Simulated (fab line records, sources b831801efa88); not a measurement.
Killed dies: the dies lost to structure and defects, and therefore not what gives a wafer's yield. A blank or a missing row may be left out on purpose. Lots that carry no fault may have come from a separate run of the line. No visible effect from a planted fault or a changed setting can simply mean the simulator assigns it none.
Comparing a struck lot with a sound one    flow sky130    17 steps out of a route of 708
Sound: these wafers, L639.2, L639.3, L639.4. Struck: wafers L642.1, L642.3, L642.5. At the end, the cause is stated.
Order at every step that has rows: each side's tool, ch and its chambers, its first start. Under that, the readings that differ: sound wafers    struck wafers    difference of the means    sigmas: that difference in standard deviations of wafers without a fault.
alike: readings with means less than 2 such deviations apart, plus words and numbers identical on both sides. not compared: withheld readings, readings lacking a value on some wafer, bounds such as >300 that could conceal the same value, and numbers that have no deviation in the record and whose values overlap.
A row with sigmas, a row that says differs or no value, or rows on one side alone: a step with any of these is where the two part. Non-overlapping numbers with no deviation appear without sigmas and do not part them. A reading that every wafer of one side lacks parts them only if that side has two wafers or more.

SKY_FIELD_ISO_BOW_MEAS_00:
  sound on filmMetro-02, day 2 06:01; struck on filmMetro-02, day 2 21:00
  alike: INCOMING_BOW
then, 1 step without rows for these wafers: SKY_FIELD_ISO_OXIDATION_01 (stabilise 600 s, purge 300 s, target thk 12 nm).
SKY_FIELD_ISO_THK_MEAS_02:
  sound on filmMetro-02, day 2 07:38; struck on filmMetro-03, day 3 00:01
  alike: FIELD_ISO_OXIDATION_00_THK
then, 1 step without rows for these wafers: SKY_FIELD_ISO_CVD_03 (deposits Si3N4 from DCS/NH3, target thk 165 nm, time 2830 s).
SKY_FIELD_ISO_THK_MEAS_04:
  sound on filmMetro-03, day 2 10:40; struck on filmMetro-01, day 3 01:52
  alike: FIELD_ISO_CVD_03_THK
then, 2 steps without rows for these wafers: SKY_FIELD_ISO_DEHYDRATE_05 (time 60 s); SKY_FIELD_ISO_HMDS_06 (prime time 60 s).
SKY_FIELD_ISO_COAT_07: resist thk 60 nm.
  sound on lithoTrack-02 ch 0, day 2 17:52; struck on lithoTrack-02 ch 0, day 3 08:56
  alike: spinSpeedRpm
then, 5 steps without rows for these wafers: SKY_FIELD_ISO_COAT_08 (resist thk 450 nm); SKY_FIELD_ISO_SOFTBAKE_09 (time 90 s); SKY_FIELD_ISO_EXPOSE_10 (exposes mask FOM, target cd 150 nm); SKY_FIELD_ISO_PEB_11; SKY_FIELD_ISO_DEVELOP_12 (develop time 60 s).
SKY_FIELD_ISO_CD_MEAS_13 targets a cd of 150 nm.
  sound on cdSem-01, day 3 01:52; struck on cdSem-01, day 3 16:50
  alike: cdNm
SKY_FIELD_ISO_ETCH_14: etches BARC in N2/H2, stops on SiO2, time 45.9 s, target depth 60 nm.
  sound on rieDiel-01 ch 0,1,2, day 3 01:58; struck on rieDiel-01 ch 0,1, day 3 16:58
reading                  sound              struck               difference  sigmas
biasW (W)                99.45 99.72 99.31  99.84 100.10 100.78  +0.75       +3
oesProductAu (a.u.)      0.859 0.856 0.864  0.801 0.796 0.797    -0.062      -13
model.etch.depthNm (nm)  59.97 60.09 60.28  53.39 53.24 53.03    -6.89       
  alike: chamberPressureMTorr, drypumpMotorCurrentA, n2FlowSccm, throttleValvePct
  not compared: rfHoursCounterH
SKY_FIELD_ISO_ETCH_15: etches the open film in CHF3/O2, stops on Si, target depth 180 nm, time 72 s.
  sound on rieDiel-01 ch 0,1,2, day 3 02:00; struck on rieDiel-01 ch 0,1, day 3 17:00
  alike: biasW, chamberPressureMTorr, drypumpMotorCurrentA, oesProductAu, throttleValvePct
  not compared: rfHoursCounterH
-- record jumps: 44 days separate the struck wafers' starts on either side; left off in module FIELD_ISO, taken up again in module PAD_OPEN, whose first shown step is the route's number 708 --
SKY_PAD_OPEN_PROBE_99:
  sound on prober-01, day 47 08:58; struck on prober-02, day 47 19:52
  alike: killed_at_M0_to_M3, killed_at_M4_up, killedAtContacts, killedAtFrontEnd, killedAtOther, killedDies, killedOpen, killedShort

## WHERE THEY PART
Only at SKY_FIELD_ISO_ETCH_14, within this record. Later steps at which nothing parts them and some readings are alike: SKY_FIELD_ISO_ETCH_15, SKY_PAD_OPEN_PROBE_99.

WHY: what the simulator had put in
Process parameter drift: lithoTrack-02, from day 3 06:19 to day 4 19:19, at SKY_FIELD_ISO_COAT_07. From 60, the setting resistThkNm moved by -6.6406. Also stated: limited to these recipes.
